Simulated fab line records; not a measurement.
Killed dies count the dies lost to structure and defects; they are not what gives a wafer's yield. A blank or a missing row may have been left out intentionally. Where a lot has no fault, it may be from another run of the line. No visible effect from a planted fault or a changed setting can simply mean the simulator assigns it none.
Lot-split experiment / flow gf180mcu / 23 wafers read from 5 lots, route of 602 steps

THE SPLIT
At GF_PSD_EXPOSE_04 (exposes mask Pplus, target cd 400 nm), the setting dose mj was moved away from the recipe's 140 on 8 of the 23 wafers read, by +1.9% to +6.0%. All remaining wafers had this setting at the recipe value.

FROM THE SPLIT TO THE READING: what the file shows between them, 2 steps
- GF_PSD_PEB_05
- GF_PSD_DEVELOP_06: develop time 60 s

THE READING
cd nm (nm) at GF_PSD_CD_MEAS_07, where the cd target is 400 nm. Typical for fault-free wafers on this fab line: 399.0 nm, with standard deviation 2.2 nm.

wafer=L074.1; tool, chamber at the split=iline stepper-02, 0; dose mj as run=140; against the recipe=recipe; cd nm, nm=398.4; against lot-mates on the recipe=-
wafer=L074.2; tool, chamber at the split=iline stepper-02, 0; dose mj as run=140; against the recipe=recipe; cd nm, nm=397.4; against lot-mates on the recipe=-
wafer=L074.3; tool, chamber at the split=iline stepper-02, 0; dose mj as run=140; against the recipe=recipe; cd nm, nm=397.7; against lot-mates on the recipe=-
wafer=L074.4; tool, chamber at the split=iline stepper-02, 0; dose mj as run=140; against the recipe=recipe; cd nm, nm=397.8; against lot-mates on the recipe=-
wafer=L074.5; tool, chamber at the split=iline stepper-02, 0; dose mj as run=140; against the recipe=recipe; cd nm, nm=399.0; against lot-mates on the recipe=-
wafer=L081.1; tool, chamber at the split=iline stepper-02, 0; dose mj as run=140; against the recipe=recipe; cd nm, nm=399.5; against lot-mates on the recipe=-
wafer=L081.2; tool, chamber at the split=iline stepper-02, 0; dose mj as run=142.6; against the recipe=+1.9%; cd nm, nm=403.5; against lot-mates on the recipe=+5.1
wafer=L081.3; tool, chamber at the split=iline stepper-02, 0; dose mj as run=140; against the recipe=recipe; cd nm, nm=397.6; against lot-mates on the recipe=-
wafer=L081.5; tool, chamber at the split=iline stepper-02, 0; dose mj as run=142.6; against the recipe=+1.9%; cd nm, nm=403.7; against lot-mates on the recipe=+5.3
wafer=L081.6; tool, chamber at the split=iline stepper-02, 0; dose mj as run=140; against the recipe=recipe; cd nm, nm=398.1; against lot-mates on the recipe=-
wafer=L082.1; tool, chamber at the split=iline stepper-02, 0; dose mj as run=148.4; against the recipe=+6.0%; cd nm, nm=415.5; against lot-mates on the recipe=+14.9
wafer=L082.2; tool, chamber at the split=iline stepper-02, 0; dose mj as run=148.4; against the recipe=+6.0%; cd nm, nm=417.4; against lot-mates on the recipe=+16.8
wafer=L082.4; tool, chamber at the split=iline stepper-02, 0; dose mj as run=140; against the recipe=recipe; cd nm, nm=401.6; against lot-mates on the recipe=-
wafer=L082.5; tool, chamber at the split=iline stepper-02, 0; dose mj as run=148.4; against the recipe=+6.0%; cd nm, nm=416.5; against lot-mates on the recipe=+15.9
wafer=L082.6; tool, chamber at the split=iline stepper-02, 0; dose mj as run=140; against the recipe=recipe; cd nm, nm=399.6; against lot-mates on the recipe=-
wafer=L084.2; tool, chamber at the split=iline stepper-01, 0; dose mj as run=140; against the recipe=recipe; cd nm, nm=397.2; against lot-mates on the recipe=-
wafer=L084.4; tool, chamber at the split=iline stepper-01, 0; dose mj as run=140; against the recipe=recipe; cd nm, nm=397.2; against lot-mates on the recipe=-
wafer=L084.6; tool, chamber at the split=iline stepper-01, 0; dose mj as run=140; against the recipe=recipe; cd nm, nm=397.5; against lot-mates on the recipe=-
wafer=L085.1; tool, chamber at the split=iline stepper-01, 0; dose mj as run=148.2; against the recipe=+5.9%; cd nm, nm=416.4; against lot-mates on the recipe=+18.8
wafer=L085.2; tool, chamber at the split=iline stepper-01, 0; dose mj as run=148.2; against the recipe=+5.9%; cd nm, nm=417.0; against lot-mates on the recipe=+19.4
wafer=L085.3; tool, chamber at the split=iline stepper-01, 0; dose mj as run=140; against the recipe=recipe; cd nm, nm=395.1; against lot-mates on the recipe=-
wafer=L085.4; tool, chamber at the split=iline stepper-01, 0; dose mj as run=140; against the recipe=recipe; cd nm, nm=400.0; against lot-mates on the recipe=-
wafer=L085.6; tool, chamber at the split=iline stepper-01, 0; dose mj as run=148.2; against the recipe=+5.9%; cd nm, nm=414.4; against lot-mates on the recipe=+16.8

FIT RESULTS
A straight line over all 23 wafers: cd nm changes by +3.03 nm for each +1% of dose mj; r = +0.99; the points scatter about the line by 1.4 nm.
The same after taking each lot's own level away (the mean of its wafers on the recipe; 23 wafers): +2.88 nm for each +1%; r = +0.99; scatter 1.3 nm.
That fit puts the effect of the largest move of dose mj on the reading at 17 nm.
From 397.30 to 400.60 nm: that is the span of the lots' own levels, equal to 1.5 times the standard deviation above.
So the lot-to-lot level changes the slope little: the two slopes agree.
Check: for one of the wafers moved furthest among these (+6.0%), held out of the fit, the line's prediction against its lot-mates is +17.8 nm. It came out at +14.9 nm against them.

ADDITIONAL SPLITS CARRIED BY THESE WAFERS
Other splits were also applied to these wafers ahead of the reading. Each is held against what the fit with the lots' levels taken away leaves over:
other split on the same wafers=GF_POLY_GATE_ETCH_13 time s; wafers away from the commonest value=4; r with cd nm (lot level and that fit taken away)=-0.45
other split on the same wafers=GF_HV_LDD_DEVELOP_06 develop time s; wafers away from the commonest value=7; r with cd nm (lot level and that fit taken away)=-0.29
other split on the same wafers=GF_HV_LDD_COAT_41 resist thk nm; wafers away from the commonest value=10; r with cd nm (lot level and that fit taken away)=-0.12
other split on the same wafers=GF_HV_LDD_STRIP_49 o2 flow sccm; wafers away from the commonest value=7; r with cd nm (lot level and that fit taken away)=+0.53

FILE'S OWN FIT
cd nm changes by +2.88 nm for each +1% of dose mj, r = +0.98.
